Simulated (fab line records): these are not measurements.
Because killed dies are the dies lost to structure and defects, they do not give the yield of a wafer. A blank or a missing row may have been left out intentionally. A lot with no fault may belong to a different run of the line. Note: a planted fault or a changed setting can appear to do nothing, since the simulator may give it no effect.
fab line records -- flow sky130
record: lots: 5, wafers: 15, last-day: 49
route steps=708 shown VIA4@649 METAL5@661
lots with no fault: from the same line, run without faults
start-h: the number of hours between the record's first day and the start of the first shown wafer of the lot -- wait-h: hours from the lot's prior step to this one -- " same as the row above -- L1.1+2: one row covering several wafers at once -- - no value, or no start given -- * or withheld: withheld -- < > ~ a bound
route shown NAME@n: names a module that has steps shown in the file, with the first one's number in the route -- usual: the fault-free wafers' mean and standard deviation -- same: alike in all rows -- chamber/n: place in a boat -- sites: readings site by site -- _std_site: their standard deviation -- _edge_site: mean of outer sites minus mean of inner sites -- radius-mm: how far each site lies from the wafer's centre -- mask NAME#n: copy n -- behind: the most recent tool/chamber to have shaped the wafer -- hold: why the lot was held/for how many hours/how that ended -- device: whichever transistor did not switch (one of n, p or np) -- end of line: the same wafers' tests at the end of the route -- a step without rows: its recipe alone -- killed: dies that structure and defects cost at the first sort, which is not the same as the wafer's yield -- map: dies across one wafer; x = killed, . = not, _ = none there
set.NAME: the setting the step ran with; set.NAME@STEP: the setting that earlier step ran with -- model.NAME: the simulator's own value behind a step, which no gauge read
certain route steps with their lots: each step a table, each wafer a row
services: when a tool's chamber went out of use (start-h, in hours from the record's first day, below 0 if earlier), for how many hours, and the reason
== steps ==
step: SKY_VIA4_DEVELOP_10
recipe: resist: NOVOLAK, developer: TMAH, develop-time-s: 60, dev-temp-c: 23
lot.wafer,tool,chamber,start-h,wait-h
L078.2+4+6,litho-track-02,0,1027.56,0.1
L081.1+2+6,litho-track-02,0,1047.79,0.1
L086.1+5+6,litho-track-01,0,1084.32,0.1
L088.4+5+6,litho-track-03,0,1085.45,0.1
L090.3+4+6,litho-track-03,0,1116.23,0.1
step: SKY_VIA4_OVL_MEAS_11
usual: VIA4_OVL: -0.2/1.5
lot.wafer,tool,chamber,start-h,wait-h,VIA4_OVL[nm]
L078.2,overlay-02,-,1027.69,0.1,-2.3
L078.4,overlay-02,-,1027.69,0.1,-3.1
L078.6,overlay-02,-,1027.69,0.1,-1.6
L081.1,overlay-01,-,1047.94,0.1,-0.7
L081.2,overlay-01,-,1047.94,0.1,-0.5
L081.6,overlay-01,-,1047.94,0.1,0.1
L086.1,overlay-01,-,1084.47,0.1,1.6
L086.5,overlay-01,-,1084.47,0.1,2.3
L086.6,overlay-01,-,1084.47,0.1,1.9
L088.4,overlay-02,-,1085.54,0.1,-1.2
L088.5,overlay-02,-,1085.54,0.1,0.0
L088.6,overlay-02,-,1085.54,0.1,-2.8
L090.3,overlay-02,-,1116.34,0.1,-0.4
L090.4,overlay-02,-,1116.34,0.1,-0.9
L090.6,overlay-02,-,1116.34,0.1,-1.8
step: SKY_VIA4_ETCH_12
recipe: target: SiO2, chemistry: C4F8/O2/Ar, stop-on: TiN, mask-material: NOVOLAK, source-w: 1500, bias-w: 1200, pressure-mtorr: 40, c4f8-flow-sccm: withheld, O2_flow_sccm: 6, Ar_flow_sccm: 300, time-s: withheld, target-depth-a: 5800
usual: oes-product-au: 0.926/0.0049
lot.wafer,tool,chamber,start-h,wait-h,oes-product-au
L078.2,rie-diel-02,3,1027.72,0.0,0.930
L078.4,rie-diel-02,0,1027.72,0.0,0.922
L078.6,rie-diel-02,0,1027.72,0.0,0.930
L081.1,rie-diel-04,0,1047.97,0.0,0.929
L081.2,rie-diel-04,2,1047.97,0.0,0.924
L081.6,rie-diel-04,0,1047.97,0.0,0.928
L086.1,rie-diel-04,2,1084.50,0.0,0.928
L086.5,rie-diel-04,3,1084.50,0.0,0.927
L086.6,rie-diel-04,0,1084.50,0.0,0.922
L088.4,rie-diel-03,0,1085.60,0.0,0.925
L088.5,rie-diel-03,3,1085.60,0.0,0.920
L088.6,rie-diel-03,0,1085.60,0.0,0.928
L090.3,rie-diel-02,0,1116.36,0.0,0.927
L090.4,rie-diel-02,3,1116.36,0.0,0.928
L090.6,rie-diel-02,0,1116.36,0.0,0.920
step: SKY_VIA4_STRIP_13
recipe: chemistry: O2/N2, power-w: 1400, pressure-mtorr: 1500, platen-temp-c: withheld, o2-flow-sccm: 3000, n2-flow-sccm: 300, overash-fraction: 0.5
usual: drypump-motor-current-A: 5.7/0.38, oes-product-au: 0.710/0.0046, strip-time-to-endpoint-s: 12.808/0.027
lot.wafer,tool,chamber,start-h,wait-h,drypump-motor-current-A,oes-product-au,rf-hours-counter-h,strip-time-to-endpoint-s
L078.2,plasma-asher-03,1,1027.80,-,5.7,0.714,117,12.802
L078.4,plasma-asher-03,0,1027.80,-,5.8,0.713,-,12.771
L078.6,plasma-asher-03,1,1027.80,-,5.8,0.711,-,12.814
L081.1,plasma-asher-02,0,1048.05,-,6.0,0.712,95,12.771
L081.2,plasma-asher-02,1,1048.05,-,6.0,0.707,95,12.818
L081.6,plasma-asher-02,0,1048.05,-,6.0,0.706,-,12.824
L086.1,plasma-asher-02,1,1084.58,-,6.0,0.714,99,12.816
L086.5,plasma-asher-02,1,1084.58,-,6.0,0.707,-,12.827
L086.6,plasma-asher-02,0,1084.58,-,6.0,0.703,-,12.772
L088.4,plasma-asher-03,1,1085.70,-,5.7,0.710,-,12.798
L088.5,plasma-asher-03,1,1085.70,-,5.8,0.712,-,12.805
L088.6,plasma-asher-03,0,1085.70,-,5.8,0.707,-,12.803
L090.3,plasma-asher-02,0,1116.47,-,6.0,0.717,-,12.818
L090.4,plasma-asher-02,1,1116.47,-,6.0,0.719,-,12.826
L090.6,plasma-asher-02,0,1116.47,-,6.0,0.708,-,12.800
step: SKY_VIA4_STRIP_14
recipe: chemistry: post-etch-residue-remover, time-s: 1200, temp-c: 72.5
lot.wafer,tool,chamber,start-h,wait-h
L078.2+4+6,wet-bench-01,2,1027.90,0.1
L081.1+2+6,wet-bench-01,3,1048.15,0.1
L086.1+5+6,wet-bench-03,0,1084.68,0.1
L088.4+5+6,wet-bench-01,3,1085.77,0.0
L090.3+4+6,wet-bench-03,2,1116.54,0.0
step: SKY_VIA4_CLEAN_15
recipe: chemistry: IPA, time-s: 180, temp-c: 25
lot.wafer,tool,chamber,start-h,wait-h
L078.2+4+6,wet-bench-01,3,1028.30,0.1
L081.1+2+6,wet-bench-02,2,1048.52,0.0
L086.1+5+6,wet-bench-01,3,1085.02,0.0
L088.4+5+6,wet-bench-02,1,1086.11,0.0
L090.3+4+6,wet-bench-03,0,1116.88,0.0
step: SKY_VIA4_CLEAN_16
recipe: chemistry: O3/DIW, dry: n2-spin
lot.wafer,tool,chamber,start-h,wait-h
L078.2+4+6,wet-bench-01,1,1028.45,0.1
L081.1+2+6,wet-bench-03,3,1048.58,0.0
L086.1+5+6,wet-bench-02,0,1085.08,0.0
L088.4+5+6,wet-bench-03,3,1086.17,0.0
L090.3+4+6,wet-bench-03,2,1116.94,0.0
step: SKY_VIA4_SPUTTER_17
recipe: material: TiN, target-thk-nm: 20, chamber-pressure-pa: 5, power-w: 4000, time-s: 80
usual: chamber-pressure-pa: 4.999/0.0098, throttle-valve-pct: 30.0/1.4
lot.wafer,tool,chamber,start-h,wait-h,chamber-pressure-pa,throttle-valve-pct
L078.2,pvd-sputter-01,-,1028.54,0.0,4.993,29.7
L078.4,pvd-sputter-01,-,1028.54,0.0,4.999,31.1
L078.6,pvd-sputter-01,-,1028.54,0.0,5.007,32.5
L081.1,pvd-sputter-01,-,1048.67,0.0,4.986,31.2
L081.2,pvd-sputter-01,-,1048.67,0.0,4.997,32.8
L081.6,pvd-sputter-01,-,1048.67,0.0,4.988,31.5
L086.1,pvd-sputter-04,-,1085.17,0.0,5.005,28.4
L086.5,pvd-sputter-04,-,1085.17,0.0,5.003,28.4
L086.6,pvd-sputter-04,-,1085.17,0.0,5.015,31.7
L088.4,pvd-sputter-01,-,1086.26,0.0,4.996,32.6
L088.5,pvd-sputter-01,-,1086.26,0.0,5.007,31.2
L088.6,pvd-sputter-01,-,1086.26,0.0,4.991,29.5
L090.3,pvd-sputter-03,-,1117.03,0.0,4.989,29.1
L090.4,pvd-sputter-03,-,1117.03,0.0,5.014,29.3
L090.6,pvd-sputter-03,-,1117.03,0.0,4.996,27.2
step: SKY_VIA4_CVD_18
recipe: material: W, target-thk-nm: 505, time-s: 152.14, temp-c: 400, pressure-torr: 40
usual: heater-power-w: 890/96
lot.wafer,tool,chamber,start-h,wait-h,heater-power-w
L078.2,cvd-w-02,1,1028.60,0.0,916
L078.4,cvd-w-02,0,1028.60,0.0,744
L078.6,cvd-w-02,0,1028.60,0.0,756
L081.1,cvd-w-01,1,1048.73,0.0,1017
L081.2,cvd-w-01,0,1048.73,0.0,895
L081.6,cvd-w-01,1,1048.73,0.0,1034
L086.1,cvd-w-02,0,1085.23,0.0,747
L086.5,cvd-w-02,1,1085.23,0.0,923
L086.6,cvd-w-02,0,1085.23,0.0,747
L088.4,cvd-w-01,1,1086.37,0.1,1010
L088.5,cvd-w-01,1,1086.37,0.1,1017
L088.6,cvd-w-01,0,1086.37,0.1,889
L090.3,cvd-w-01,1,1117.14,0.1,1040
L090.4,cvd-w-01,0,1117.14,0.1,868
L090.6,cvd-w-01,1,1117.14,0.1,1009
step: SKY_VIA4_RS_MEAS_19
recipe: thk-meas-gauge: four-point-probe, reads: W_of_VIA4_CVD_18+TiN_of_VIA4_SPUTTER_17
usual: VIA4_W_RS: 0.2269/0.0025
lot.wafer,tool,chamber,start-h,wait-h,VIA4_W_RS[ohm/sq]
L078.2,film-metro-01,-,1028.77,0.1,0.2264
L078.4,film-metro-01,-,1028.77,0.1,0.2264
L078.6,film-metro-01,-,1028.77,0.1,0.2288
L081.1,film-metro-02,-,1048.88,0.1,0.2246
L081.2,film-metro-02,-,1048.88,0.1,0.2305
L081.6,film-metro-02,-,1048.88,0.1,0.2249
L086.1,film-metro-01,-,1085.38,0.1,0.2309
L086.5,film-metro-01,-,1085.38,0.1,0.2268
L086.6,film-metro-01,-,1085.38,0.1,0.2295
L088.4,film-metro-01,-,1086.54,0.1,0.2264
L088.5,film-metro-01,-,1086.54,0.1,0.2250
L088.6,film-metro-01,-,1086.54,0.1,0.2278
L090.3,film-metro-01,-,1117.28,0.1,0.2229
L090.4,film-metro-01,-,1117.28,0.1,0.2269
L090.6,film-metro-01,-,1117.28,0.1,0.2238
step: SKY_VIA4_THK_MEAS_20
recipe: thk-meas-gauge: xrf, reads: W_of_VIA4_CVD_18
usual: VIA4_W_THK: 516/5.7
lot.wafer,tool,chamber,start-h,wait-h,VIA4_W_THK[nm]
L078.2,film-metro-01,-,1028.88,0.1,509
L078.4,film-metro-01,-,1028.88,0.1,513
L078.6,film-metro-01,-,1028.88,0.1,506
L081.1,film-metro-02,-,1049.00,0.1,523
L081.2,film-metro-02,-,1049.00,0.1,509
L081.6,film-metro-02,-,1049.00,0.1,522
L086.1,film-metro-01,-,1085.50,0.1,503
L086.5,film-metro-01,-,1085.50,0.1,514
L086.6,film-metro-01,-,1085.50,0.1,510
L088.4,film-metro-01,-,1086.63,0.1,519
L088.5,film-metro-01,-,1086.63,0.1,517
L088.6,film-metro-01,-,1086.63,0.1,511
L090.3,film-metro-01,-,1117.38,0.1,521
L090.4,film-metro-01,-,1117.38,0.1,514
L090.6,film-metro-01,-,1117.38,0.1,516
step: SKY_VIA4_CMP_21
recipe: stop-on: SiO2, t-overpolish-s: 25, down-force-psi: 3.5, platen-rpm: 60, target-thk-nm: 0, pad-velocity-m-s: 0.94248
usual: motor-current-A: 11.7/0.97, overpolish-run-s: 25.000/0.01, slurry-flow-ml-min: 150.0/0.49, time-to-endpoint-s: 120/4.9
lot.wafer,tool,chamber,start-h,wait-h,motor-current-A,overpolish-run-s,slurry-flow-ml-min,time-to-endpoint-s
L078.2,cmp-01,2,1028.93,0.0,10.1,25.006,150.0,122
L078.4,cmp-01,0,1028.93,0.0,11.8,25.001,149.3,123
L078.6,cmp-01,2,1028.93,0.0,10.2,25.018,149.9,122
L081.2,cmp-02,2,1049.11,0.1,13.5,24.988,150.8,110
L081.1,cmp-02,3,1049.11,0.1,12.1,25.006,150.4,114
L081.6,cmp-02,2,1049.11,0.1,13.4,24.998,150.0,115
L086.1,cmp-02,0,1085.71,0.2,11.9,24.994,150.9,111
L086.6,cmp-02,1,1085.71,0.2,11.5,25.002,149.3,121
L086.5,cmp-02,2,1085.71,0.2,13.3,25.007,148.9,117
L088.4,cmp-02,2,1086.85,0.2,13.0,24.987,150.3,118
L088.6,cmp-02,0,1086.85,0.2,11.2,24.997,150.1,113
L088.5,cmp-02,1,1086.85,0.2,11.3,25.020,150.1,125
L090.4,cmp-01,0,1117.47,0.1,11.6,24.981,150.2,126
L090.3,cmp-01,1,1117.47,0.1,10.9,24.992,149.2,127
L090.6,cmp-01,0,1117.47,0.1,10.9,25.014,149.8,128
step: SKY_METAL5_SPUTTER_00
recipe: material: Ti, target-thk-nm: 15, power-w: 3000, time-s: 10, chamber-pressure-pa: 0.4
usual: chamber-pressure-pa: 0.4000/0.00078, throttle-valve-pct: 29.9/1.4
lot.wafer,tool,chamber,start-h,wait-h,chamber-pressure-pa,throttle-valve-pct
L078.2,pvd-sputter-03,-,1029.23,0.2,0.3995,29.4
L078.4,pvd-sputter-03,-,1029.23,0.2,0.3997,29.7
L078.6,pvd-sputter-03,-,1029.23,0.2,0.4004,29.0
L081.1,pvd-sputter-03,-,1049.36,0.1,0.4005,27.3
L081.2,pvd-sputter-03,-,1049.36,0.1,0.4000,29.4
L081.6,pvd-sputter-03,-,1049.36,0.1,0.4002,29.2
L086.1,pvd-sputter-03,-,1085.86,0.1,0.3999,29.4
L086.5,pvd-sputter-03,-,1085.86,0.1,0.3999,29.2
L086.6,pvd-sputter-03,-,1085.86,0.1,0.3999,29.5
L088.4,pvd-sputter-02,-,1087.05,0.1,0.3999,31.9
L088.5,pvd-sputter-02,-,1087.05,0.1,0.4001,31.7
L088.6,pvd-sputter-02,-,1087.05,0.1,0.3991,31.2
L090.3,pvd-sputter-04,-,1117.72,0.1,0.4009,31.4
L090.4,pvd-sputter-04,-,1117.72,0.1,0.4014,29.3
L090.6,pvd-sputter-04,-,1117.72,0.1,0.4000,28.4
step: SKY_METAL5_SPUTTER_01
recipe: material: TiN, target-thk-nm: 20, power-w: 6500, time-s: 16.7, chamber-pressure-pa: 0.4
usual: chamber-pressure-pa: 0.4000/0.00088, throttle-valve-pct: 29.9/1.4
lot.wafer,tool,chamber,start-h,wait-h,chamber-pressure-pa,throttle-valve-pct
L078.2,pvd-sputter-03,-,1029.25,0.0,0.4009,29.0
L078.4,pvd-sputter-03,-,1029.25,0.0,0.3993,29.5
L078.6,pvd-sputter-03,-,1029.25,0.0,0.4002,29.1
L081.1,pvd-sputter-03,-,1049.39,0.0,0.4009,27.4
L081.2,pvd-sputter-03,-,1049.39,0.0,0.4017,29.3
L081.6,pvd-sputter-03,-,1049.39,0.0,0.3995,29.2
L086.1,pvd-sputter-03,-,1085.88,0.0,0.4000,29.4
L086.5,pvd-sputter-03,-,1085.88,0.0,0.3994,29.3
L086.6,pvd-sputter-03,-,1085.88,0.0,0.3998,29.4
L088.4,pvd-sputter-02,-,1087.07,0.0,0.4014,31.6
L088.5,pvd-sputter-02,-,1087.07,0.0,0.4006,31.6
L088.6,pvd-sputter-02,-,1087.07,0.0,0.3998,31.2
L090.3,pvd-sputter-04,-,1117.74,0.0,0.4002,31.5
L090.4,pvd-sputter-04,-,1117.74,0.0,0.3986,29.1
L090.6,pvd-sputter-04,-,1117.74,0.0,0.4013,28.2
step: SKY_METAL5_SPUTTER_02
recipe: material: AlCu, target-thk-nm: 1150, power-w: 10600, time-s: 61.2, chamber-pressure-pa: 0.4
usual: chamber-pressure-pa: 0.3999/0.00092, throttle-valve-pct: 29.9/1.4
lot.wafer,tool,chamber,start-h,wait-h,chamber-pressure-pa,throttle-valve-pct
L078.2,pvd-sputter-03,-,1029.28,0.0,0.4003,28.9
L078.4,pvd-sputter-03,-,1029.28,0.0,0.4002,29.6
L078.6,pvd-sputter-03,-,1029.28,0.0,0.3989,29.1
L081.1,pvd-sputter-03,-,1049.41,0.0,0.3999,27.6
L081.2,pvd-sputter-03,-,1049.41,0.0,0.3985,29.2
L081.6,pvd-sputter-03,-,1049.41,0.0,0.3999,29.3
L086.1,pvd-sputter-03,-,1085.91,0.0,0.4004,29.4
L086.5,pvd-sputter-03,-,1085.91,0.0,0.3998,29.5
L086.6,pvd-sputter-03,-,1085.91,0.0,0.3996,29.5
L088.4,pvd-sputter-02,-,1087.09,0.0,0.4011,31.7
L088.5,pvd-sputter-02,-,1087.09,0.0,0.4009,31.7
L088.6,pvd-sputter-02,-,1087.09,0.0,0.4002,31.6
L090.3,pvd-sputter-04,-,1117.77,0.0,0.3999,31.4
L090.4,pvd-sputter-04,-,1117.77,0.0,0.3987,29.4
L090.6,pvd-sputter-04,-,1117.77,0.0,0.3991,28.4
step: SKY_METAL5_SPUTTER_03
recipe: material: Ti, target-thk-nm: 5, power-w: 3000, time-s: 3.3, chamber-pressure-pa: 0.4
usual: chamber-pressure-pa: 0.3999/0.00081, throttle-valve-pct: 30.0/1.4
lot.wafer,tool,chamber,start-h,wait-h,chamber-pressure-pa,throttle-valve-pct
L078.2,pvd-sputter-03,-,1029.33,0.0,0.4001,28.9
L078.4,pvd-sputter-03,-,1029.33,0.0,0.3994,29.6
L078.6,pvd-sputter-03,-,1029.33,0.0,0.4002,28.9
L081.1,pvd-sputter-03,-,1049.46,0.0,0.3995,27.1
L081.2,pvd-sputter-03,-,1049.46,0.0,0.4001,29.4
L081.6,pvd-sputter-03,-,1049.46,0.0,0.4007,29.4
L086.1,pvd-sputter-03,-,1085.96,0.0,0.3988,29.4
L086.5,pvd-sputter-03,-,1085.96,0.0,0.4008,29.2
L086.6,pvd-sputter-03,-,1085.96,0.0,0.3995,29.6
L088.4,pvd-sputter-02,-,1087.14,0.0,0.3986,31.4
L088.5,pvd-sputter-02,-,1087.14,0.0,0.4001,31.8
L088.6,pvd-sputter-02,-,1087.14,0.0,0.4001,31.4
L090.3,pvd-sputter-04,-,1117.82,0.0,0.4001,31.5
L090.4,pvd-sputter-04,-,1117.82,0.0,0.3994,29.4
L090.6,pvd-sputter-04,-,1117.82,0.0,0.3987,28.2
== services ==
tool,chamber,start-h,hours,kind
rie-diel-02,3,1015.45,5.2,repair
cvd-w-01,-,1021.04,6.9,pm
pvd-sputter-03,3,1024.13,-,consumable-replace:kit
pvd-sputter-03,3,1024.13,18.0,scheduled-down
pvd-sputter-03,3,1024.13,18.0,vent-cycle
wet-bench-02,-,1026.74,3.8,repair
cmp-01,-,1040.99,1.1,repair
pvd-sputter-02,3,1041.71,-,consumable-replace:kit
cmp-01,-,1046.89,0.7,repair
rie-diel-04,0,1054.04,6.5,repair
pvd-sputter-03,-,1055.11,9.2,repair
plasma-asher-03,-,1055.25,9.0,pm
cvd-w-01,-,1055.79,3.1,repair
pvd-sputter-03,-,1075.13,4.3,repair
rie-diel-03,-,1080.35,0.3,repair
rie-diel-03,1,1081.33,10.9,repair
cmp-01,-,1084.00,4.0,pm
rie-diel-04,0,1087.93,2.5,repair
cmp-02,-,1088.01,0.2,repair
cmp-02,-,1088.22,3.6,pm
cmp-02,-,1094.27,0.6,repair
rie-diel-04,-,1096.40,2.8,pm
cmp-01,-,1099.58,1.3,repair
wet-bench-03,-,1101.61,6.2,repair
== key ==
fault none
